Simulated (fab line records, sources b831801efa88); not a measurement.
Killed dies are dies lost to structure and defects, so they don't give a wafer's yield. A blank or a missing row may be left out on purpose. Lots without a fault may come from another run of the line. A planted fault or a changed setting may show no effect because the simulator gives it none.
fab line records | flow sky130
record lots=13 wafers=39 last_day=50
route steps=708 shown FIELD_ISO@15 VT_ADJUST_LVTN@114 VT_ADJUST_NCORE@127
lots that met no fault: from a run of the same line without faults
start_h: hours from the record's first day to the start of the lot's first wafer shown | wait_h: hours since the lot's step before | " the same as in the row above | L1.1+2: a row that stands for several wafers | - no value, or no start given | * or withheld: withheld | < > ~ a bound
route shown NAME@n: a module of which the file shows steps, and the number in the route of the first | usual: mean/standard deviation of fault-free wafers | same: alike in all rows | chamber/n: place in a boat | sites: the reading at each site | _std_site: their standard deviation | _edge_site: outer sites' mean less inner sites' | radius_mm: how far each site lies from the wafer's centre | mask NAME#n: copy n | behind: the tool/chamber that last shaped the wafer | hold: why the lot was held/for how many hours/how that ended | device: the transistor (n, p or np) that didn't switch | end of line: the same wafers' tests at the end of the route | a step without rows: its recipe alone | killed: dies lost to structure and defects at the first sort, not the wafer's yield | map: a wafer's dies, x killed, . not, _ none there
set.NAME: the setting as run; set.NAME@STEP: as run at that earlier step | model.NAME: the simulator's own value behind a step, which no gauge read
steps of the route over a sample of lots; a table a step, a row a wafer
services: from which hour (start_h, from the record's first day; less than 0 if before it) a tool's chamber was out of use, for how many hours, and why
## steps
# step SKY_FIELD_ISO_ETCH_14
# recipe chemistry=N2/H2 target=BARC ion_energy_ev=200 source_w=500 bias_w=100 pressure_mtorr=30 n2_flow_sccm=100 h2_flow_sccm=200 stop_on=SiO2 time_s=45.9 target_depth_a=600
# usual drypump_motor_current_A=5.8/0.42 oes_product_au=0.853/0.0048 throttle_valve_pct=13.226/0.0098
# columns lot.wafer tool chamber start_h wait_h drypump_motor_current_A oes_product_au rf_hours_counter_h throttle_valve_pct
L638.3 rie_diel-03 2 34.34 0.1 5.5 0.849 106 13.221
L638.4 " 1 " " 6.1 0.847 1 13.221
L638.5 " 3 " " 5.9 0.857 - 13.231
L639.1 rie_diel-04 3 40.03 0.1 6.2 0.849 169 13.232
L639.2 " 1 " " 5.6 0.856 79 13.236
L639.4 " 0 " " 5.9 0.855 2 13.227
L641.1 rie_diel-03 1 52.78 0.1 6.0 0.847 2 13.244
L641.2 " 3 " " 5.9 0.847 1 13.223
L641.4 " 2 " " 5.5 0.859 107 13.222
L642.2 rie_diel-03 3 57.43 0.1 5.9 0.848 1 13.215
L642.4 " 0 " " 5.7 0.848 60 13.216
L642.6 " 2 " " 5.5 0.852 - 13.206
L644.2 rie_diel-02 1 67.89 0.1 6.3 0.851 0 13.223
L644.5 " 2 " " 6.5 0.852 - 13.221
L644.6 " 1 " " 6.3 0.847 - 13.211
L647.1 rie_diel-03 2 80.24 0.1 5.5 0.850 107 13.212
L647.4 " 3 " " 5.9 0.852 2 13.231
L647.6 " 1 " " 6.0 0.858 - 13.212
L648.1 rie_diel-02 2 87.59 0.1 6.4 0.854 4 13.222
L648.3 " 0 " " 5.1 0.859 134 13.223
L648.6 " 3 " " 5.4 0.860 - 13.226
L649.2 rie_diel-04 0 92.04 0.1 5.9 0.859 3 13.251
L649.5 " 2 " " 6.0 0.853 - 13.224
L649.6 " 1 " " 5.6 0.844 - 13.217
L654.2 rie_diel-02 1 123.29 0.1 6.3 0.849 2 13.218
L654.4 " 3 " " 5.5 0.844 135 13.233
L654.5 " 0 " " 5.1 0.861 - 13.215
L656.2 rie_diel-02 2 128.49 0.1 6.4 0.846 5 13.216
L656.3 " 1 " " 6.3 0.850 2 13.241
L656.5 " 3 " " 5.5 0.851 - 13.225
L657.1 rie_diel-02 2 133.79 0.1 6.5 0.856 5 13.240
L657.2 " 3 " " 5.5 0.859 136 13.226
L657.6 " 0 " " 5.1 0.858 - 13.220
L658.1 rie_diel-02 2 138.99 0.1 6.4 0.853 5 13.229
L658.2 " 0 " " 5.1 0.856 135 13.228
L658.3 " 1 " " 6.3 0.862 2 13.217
L660.3 rie_diel-04 3 148.09 0.1 6.2 0.845 1 13.222
L660.4 " 0 " " 5.9 0.853 5 13.234
L660.5 " 0 " " 5.8 0.857 - 13.226
# step SKY_VT_ADJUST_LVTN_DEVELOP_17
# recipe resist=NOVOLAK developer=TMAH develop_time_s=60 dev_temp_c=23
# usual developer_temp_C=23.02/0.095
# columns lot.wafer tool chamber start_h wait_h developer_temp_C
L638.3 litho_track-03 0 169.36 0.1 22.96
L638.4 " 0 " " 22.93
L638.5 " 0 " " 22.95
L639.1 litho_track-02 0 176.47 0.1 23.02
L639.2 " 0 " " 23.17
L639.4 " 0 " " 23.14
L641.1 litho_track-02 0 192.12 0.1 22.86
L641.2 " 0 " " 22.93
L641.4 " 0 " " 22.99
L642.2 litho_track-03 0 201.33 0.1 23.08
L642.4 " 0 " " 23.20
L642.6 " 0 " " 23.03
L644.2 litho_track-03 0 212.73 0.1 23.06
L644.5 " 0 " " 23.03
L644.6 " 0 " " 23.01
L647.1 litho_track-03 0 229.06 0.1 23.01
L647.4 " 0 " " 23.14
L647.6 " 0 " " 22.97
L648.1 litho_track-01 0 238.42 0.1 23.12
L648.3 " 0 " " 22.94
L648.6 " 0 " " 23.02
L649.2 litho_track-01 0 246.50 0.1 22.81
L649.5 " 0 " " 22.85
L649.6 " 0 " " 22.83
L654.2 litho_track-02 0 280.74 0.1 23.05
L654.4 " 0 " " 23.19
L654.5 " 0 " " 22.93
L656.2 litho_track-01 0 289.20 0.1 25.23
L656.3 " 0 " " 25.18
L656.5 " 0 " " 25.19
L657.1 litho_track-01 0 299.17 0.1 25.38
L657.2 " 0 " " 25.33
L657.6 " 0 " " 25.35
L658.1 litho_track-03 0 304.46 0.1 23.25
L658.2 " 0 " " 23.13
L658.3 " 0 " " 23.08
L660.3 litho_track-03 0 318.96 0.1 22.91
L660.4 " 0 " " 23.08
L660.5 " 0 " " 23.02
# step SKY_VT_ADJUST_NCORE_OVL_MEAS_08
# usual VT_ADJUST_NCORE_OVL=0.6/1.4
# columns lot.wafer tool chamber start_h wait_h VT_ADJUST_NCORE_OVL[nm]
L638.3 overlay-01 - 191.20 0.1 -0.3
L638.4 " - " " -1.2
L638.5 " - " " -0.7
L639.1 overlay-02 - 198.13 0.1 -0.5
L639.2 " - " " -0.3
L639.4 " - " " -0.5
L641.1 overlay-02 - 213.88 0.1 0.3
L641.2 " - " " 2.0
L641.4 " - " " 0.1
L642.2 overlay-02 - 224.54 0.1 -0.1
L642.4 " - " " -0.8
L642.6 " - " " -0.5
L644.2 overlay-02 - 236.34 0.1 -0.5
L644.5 " - " " -0.6
L644.6 " - " " 0.6
L647.1 overlay-01 - 252.53 0.1 2.7
L647.4 " - " " 0.7
L647.6 " - " " 2.8
L648.1 overlay-01 - 262.68 0.1 1.3
L648.3 " - " " 0.2
L648.6 " - " " 0.5
L649.2 overlay-01 - 270.94 0.1 2.2
L649.5 " - " " 1.1
L649.6 " - " " 0.6
L654.2 overlay-02 - 305.64 0.1 -1.8
L654.4 " - " " -1.8
L654.5 " - " " -0.9
L656.2 overlay-01 - 315.78 0.1 1.4
L656.3 " - " " 0.9
L656.5 " - " " 0.0
L657.1 overlay-02 - 326.48 0.1 0.4
L657.2 " - " " 0.7
L657.6 " - " " -0.7
L658.1 overlay-01 - 331.01 0.1 0.9
L658.2 " - " " 0.6
L658.3 " - " " -0.2
L660.3 overlay-01 - 347.20 0.1 0.0
L660.4 " - " " 0.9
L660.5 " - " " 0.7
# step SKY_VT_ADJUST_NCORE_STRIP_10
# recipe chemistry=O2/N2 power_w=1400 pressure_mtorr=1500 platen_temp_c=withheld o2_flow_sccm=3000 n2_flow_sccm=300 overash_fraction=0.5
# usual drypump_motor_current_A=5.7/0.47 oes_product_au=0.716/0.0044 strip_time_to_endpoint_s=14.17/0.036
# columns lot.wafer tool chamber start_h wait_h drypump_motor_current_A oes_product_au rf_hours_counter_h strip_time_to_endpoint_s
L638.3 plasma_asher-02 1 191.41 0.1 6.0 0.716 - 14.21
L638.4 " 0 " " 5.4 0.714 - 14.18
L638.5 " 0 " " 5.4 0.716 - 14.16
L639.1 plasma_asher-01 0 198.31 0.1 5.3 0.719 8 14.21
L639.2 " 1 " " 6.5 0.714 8 14.22
L639.4 " 1 " " 6.5 0.718 - 14.16
L641.1 plasma_asher-04 1 214.45 0.1 5.7 0.709 37 14.15
L641.2 " 0 " " 5.0 0.720 37 14.12
L641.4 " 1 " " 5.7 0.709 - 14.18
L642.2 plasma_asher-01 1 224.72 0.1 6.5 0.714 11 14.15
L642.4 " 1 " " 6.5 0.716 - 14.18
L642.6 " 1 " " 6.5 0.711 - 14.21
L644.2 plasma_asher-02 0 236.52 0.1 5.4 0.716 56 14.16
L644.5 " 1 " " 6.0 0.712 - 14.16
L644.6 " 0 " " 5.4 0.718 - 14.15
L647.1 plasma_asher-01 0 252.72 0.1 5.3 0.713 13 14.15
L647.4 " 1 " " 6.4 0.716 - 14.21
L647.6 " 0 " " 5.3 0.722 - 14.17
L648.1 plasma_asher-01 1 262.87 0.1 6.5 0.724 14 14.18
L648.3 " 1 " " 6.5 0.718 - 14.23
L648.6 " 0 " " 5.3 0.722 - 14.18
L649.2 plasma_asher-02 0 271.12 0.1 5.4 0.709 61 14.18
L649.5 " 0 " " 5.4 0.711 - 14.23
L649.6 " 1 " " 6.0 0.706 - 14.21
L654.2 plasma_asher-01 0 305.82 0.1 5.3 0.714 18 14.14
L654.4 " 1 " " 6.5 0.710 - 14.19
L654.5 " 1 " " 6.5 0.715 - 14.18
L656.2 plasma_asher-02 1 315.96 0.1 6.1 0.714 65 14.15
L656.3 " 1 " " 6.0 0.713 - 14.20
L656.5 " 1 " " 6.1 0.716 - 14.20
L657.1 plasma_asher-01 1 326.67 0.1 6.5 0.721 20 14.19
L657.2 " 0 " " 5.3 0.725 20 14.24
L657.6 " 1 " " 6.5 0.715 - 14.19
L658.1 plasma_asher-02 1 331.20 0.1 6.0 0.714 67 14.17
L658.2 " 0 " " 5.4 0.716 67 14.18
L658.3 " 1 " " 6.1 0.713 - 14.17
L660.3 plasma_asher-04 1 347.41 0.1 5.7 0.715 - 14.21
L660.4 " 0 " " 5.0 0.717 - 14.18
L660.5 " 0 " " 5.1 0.716 - 14.18
## services
# columns tool chamber start_h hours kind
rie_diel-02 - 16.57 0.5 repair
rie_diel-02 1 23.27 9.0 repair
rie_diel-02 0 41.48 2.5 repair
rie_diel-04 0 60.50 3.5 repair
rie_diel-02 3 63.27 1.8 repair
rie_diel-02 - 101.20 0.3 repair
plasma_asher-01 - 108.75 9.0 pm
rie_diel-03 0 145.13 2.0 repair
rie_diel-02 0 151.16 1.3 repair
rie_diel-04 1 154.44 8.1 repair
rie_diel-03 0 164.03 10.7 repair
rie_diel-03 - 169.03 15.6 pm
rie_diel-02 - 188.71 28.1 pm
rie_diel-04 3 213.80 4.4 repair
rie_diel-02 1 228.06 25.2 repair
plasma_asher-01 - 233.73 14.6 pm
rie_diel-03 3 255.32 10.1 repair
rie_diel-02 2 262.32 2.4 repair
rie_diel-03 0 268.92 7.4 repair
rie_diel-03 3 282.89 19.0 repair
rie_diel-04 - 331.79 0.2 repair
rie_diel-03 0 333.01 12.0 repair
rie_diel-03 - 339.80 1.3 repair
rie_diel-04 2 341.63 2.1 repair
## key
first_sign step=SKY_VT_ADJUST_LVTN_DEVELOP_17 reading=developer_temp_C direction=up sigmas=24 usual=* struck=*
effect none on later readings
met_at SKY_VT_ADJUST_LVTN_DEVELOP_17
struck_lots L656,L657
tester_left_out L656,L657
not_acting_at SKY_FIELD_ISO_ETCH_14,SKY_VT_ADJUST_NCORE_OVL_MEAS_08,SKY_VT_ADJUST_NCORE_STRIP_10
onset_between 246.50 289.20
fault kind=process_parameter_drift tool=litho_track-01 chamber=- onset_h=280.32 steps=SKY_VT_ADJUST_LVTN_DEVELOP_17 channel=dev_temp_c offset=* shape=step end_h=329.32 acts_in=* stated=*
# tester_left_out: of these lots the tester's yield and bins aren't shown, on N5 and GAA mostly nor the transistor test; their killed dies are dies lost to structure and defects alone, not to doping, threshold or leakage, so they don't give the yield
